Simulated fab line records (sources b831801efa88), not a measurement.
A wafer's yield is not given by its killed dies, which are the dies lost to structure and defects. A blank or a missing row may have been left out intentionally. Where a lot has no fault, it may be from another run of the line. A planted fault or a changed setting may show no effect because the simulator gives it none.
Split-lot experiment || flow sky130 || route with 708 steps; 5 lots, 23 wafers read

## ON THE SPLIT
At SKY_LDD_HVN_IMPLANT_08, the setting energy kev was moved away from the recipe's 60 on 8 of the 23 wafers read, by -4.8% to -2.7%. For the rest of the wafers, this setting stayed at what the recipe calls for.

## SPLIT TO READING: what lies between them in the file, 1 step
- SKY_LDD_HVN_STRIP_09: strips in O2/N2

## THE READING
LDD_HVN_TW, at SKY_LDD_HVN_TW_MEAS_10. Typical for fault-free wafers on this fab line: 1447, with standard deviation 6.3.

{"wafer": "L077.1", "tool, chamber at the split": "implanter-04, 0", "energy kev as run": 58.41, "against the recipe": "-2.7%", "LDD_HVN_TW": 1436, "against lot-mates on the recipe": -14}
{"wafer": "L077.2", "tool, chamber at the split": "implanter-04, 0", "energy kev as run": 60, "against the recipe": "recipe", "LDD_HVN_TW": 1445, "against lot-mates on the recipe": "-"}
{"wafer": "L077.3", "tool, chamber at the split": "implanter-04, 0", "energy kev as run": 60, "against the recipe": "recipe", "LDD_HVN_TW": 1448, "against lot-mates on the recipe": "-"}
{"wafer": "L077.5", "tool, chamber at the split": "implanter-04, 0", "energy kev as run": 58.41, "against the recipe": "-2.7%", "LDD_HVN_TW": 1436, "against lot-mates on the recipe": -14}
{"wafer": "L077.6", "tool, chamber at the split": "implanter-04, 0", "energy kev as run": 60, "against the recipe": "recipe", "LDD_HVN_TW": 1457, "against lot-mates on the recipe": "-"}
{"wafer": "L080.2", "tool, chamber at the split": "implanter-02, 0", "energy kev as run": 60, "against the recipe": "recipe", "LDD_HVN_TW": 1435, "against lot-mates on the recipe": "-"}
{"wafer": "L080.4", "tool, chamber at the split": "implanter-02, 0", "energy kev as run": 60, "against the recipe": "recipe", "LDD_HVN_TW": 1444, "against lot-mates on the recipe": "-"}
{"wafer": "L080.5", "tool, chamber at the split": "implanter-02, 0", "energy kev as run": 60, "against the recipe": "recipe", "LDD_HVN_TW": 1439, "against lot-mates on the recipe": "-"}
{"wafer": "L082.1", "tool, chamber at the split": "implanter-01, 0", "energy kev as run": 60, "against the recipe": "recipe", "LDD_HVN_TW": 1438, "against lot-mates on the recipe": "-"}
{"wafer": "L082.3", "tool, chamber at the split": "implanter-01, 0", "energy kev as run": 60, "against the recipe": "recipe", "LDD_HVN_TW": 1446, "against lot-mates on the recipe": "-"}
{"wafer": "L082.4", "tool, chamber at the split": "implanter-01, 0", "energy kev as run": 60, "against the recipe": "recipe", "LDD_HVN_TW": 1442, "against lot-mates on the recipe": "-"}
{"wafer": "L082.5", "tool, chamber at the split": "implanter-01, 0", "energy kev as run": 60, "against the recipe": "recipe", "LDD_HVN_TW": 1442, "against lot-mates on the recipe": "-"}
{"wafer": "L082.6", "tool, chamber at the split": "implanter-01, 0", "energy kev as run": 60, "against the recipe": "recipe", "LDD_HVN_TW": 1443, "against lot-mates on the recipe": "-"}
{"wafer": "L084.1", "tool, chamber at the split": "implanter-01, 0", "energy kev as run": 60, "against the recipe": "recipe", "LDD_HVN_TW": 1455, "against lot-mates on the recipe": "-"}
{"wafer": "L084.2", "tool, chamber at the split": "implanter-01, 0", "energy kev as run": 57.15, "against the recipe": "-4.7%", "LDD_HVN_TW": 1428, "against lot-mates on the recipe": -26}
{"wafer": "L084.3", "tool, chamber at the split": "implanter-01, 0", "energy kev as run": 57.15, "against the recipe": "-4.7%", "LDD_HVN_TW": 1441, "against lot-mates on the recipe": -14}
{"wafer": "L084.5", "tool, chamber at the split": "implanter-01, 0", "energy kev as run": 57.15, "against the recipe": "-4.7%", "LDD_HVN_TW": 1435, "against lot-mates on the recipe": -20}
{"wafer": "L084.6", "tool, chamber at the split": "implanter-01, 0", "energy kev as run": 60, "against the recipe": "recipe", "LDD_HVN_TW": 1454, "against lot-mates on the recipe": "-"}
{"wafer": "L085.1", "tool, chamber at the split": "implanter-02, 0", "energy kev as run": 60, "against the recipe": "recipe", "LDD_HVN_TW": 1445, "against lot-mates on the recipe": "-"}
{"wafer": "L085.2", "tool, chamber at the split": "implanter-02, 0", "energy kev as run": 57.09, "against the recipe": "-4.8%", "LDD_HVN_TW": 1420, "against lot-mates on the recipe": -26}
{"wafer": "L085.3", "tool, chamber at the split": "implanter-02, 0", "energy kev as run": 57.09, "against the recipe": "-4.8%", "LDD_HVN_TW": 1422, "against lot-mates on the recipe": -24}
{"wafer": "L085.4", "tool, chamber at the split": "implanter-02, 0", "energy kev as run": 57.09, "against the recipe": "-4.8%", "LDD_HVN_TW": 1418, "against lot-mates on the recipe": -28}
{"wafer": "L085.5", "tool, chamber at the split": "implanter-02, 0", "energy kev as run": 60, "against the recipe": "recipe", "LDD_HVN_TW": 1447, "against lot-mates on the recipe": "-"}

FIT RESULTS
A straight line over all 23 wafers: LDD_HVN_TW changes by +3.76 for each +1% of energy kev; r = +0.78; the points scatter about the line by 6.7.
The same after taking each lot's own level away (the mean of its wafers on the recipe; 23 wafers): +4.81 for each +1%; r = +0.94; scatter 3.8.
That fit puts the effect of the largest move of energy kev on the reading at 23.
The lots' own levels span 1439.3 to 1454.5, that is 2.4 times the standard deviation above.
So the lot-to-lot level blurs the effect unless lot-mates are compared.
Check: with one of the wafers moved furthest among these (-4.8%) left out of the fit, the line predicts -22.9 for it against its lot-mates. Against them it came out at -26.

## THE OTHER SPLITS THESE WAFERS WENT THROUGH
Note: prior to the reading, these wafers also went through further splits. Each is held against what the fit with the lots' levels taken away leaves over:
{"other split on the same wafers": "SKY_RES_PROTECT_SOFTBAKE_03 temp c", "wafers away from the commonest value": 2, "r with LDD_HVN_TW (lot level and that fit taken away)": "+0.07"}
{"other split on the same wafers": "SKY_POLY_GATE_OXIDATION_20 ox time s", "wafers away from the commonest value": 18, "r with LDD_HVN_TW (lot level and that fit taken away)": -0.03}
{"other split on the same wafers": "SKY_LDD_N_IMPLANT_09 energy kev", "wafers away from the commonest value": 5, "r with LDD_HVN_TW (lot level and that fit taken away)": "+0.00"}
{"other split on the same wafers": "SKY_LDD_N_IMPLANT_14 energy kev", "wafers away from the commonest value": 10, "r with LDD_HVN_TW (lot level and that fit taken away)": "+0.05"}
{"other split on the same wafers": "SKY_LDD_P_IMPLANT_09 energy kev", "wafers away from the commonest value": 6, "r with LDD_HVN_TW (lot level and that fit taken away)": -0.17}
{"other split on the same wafers": "SKY_LDD_HVN_COAT_02 spin rpm", "wafers away from the commonest value": 7, "r with LDD_HVN_TW (lot level and that fit taken away)": -0.37}

## THE WHOLE CHAIN: every reading that the file lists as answering this split, in the file's order
{"step": "SKY_LDD_HVN_IMPLANT_08", "what it does": "", "reading": "implant.rp nm (the simulator's own value, which no gauge read)", "change (the file's fit)": "+0.583 nm for each +1% of the setting", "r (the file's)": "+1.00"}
{"step": "SKY_LDD_HVN_IMPLANT_08", "what it does": "", "reading": "implant.drp nm (the simulator's own value, which no gauge read)", "change (the file's fit)": "+0.24 nm for each +1% of the setting", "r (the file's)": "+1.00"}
{"step": "SKY_LDD_HVN_TW_MEAS_10", "what it does": "", "reading": "LDD_HVN_TW", "change (the file's fit)": "+4.94 for each +1% of the setting", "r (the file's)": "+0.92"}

## THE FILE'S OWN FIT
LDD_HVN_TW changes by +4.94 for each +1% of energy kev, r = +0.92.
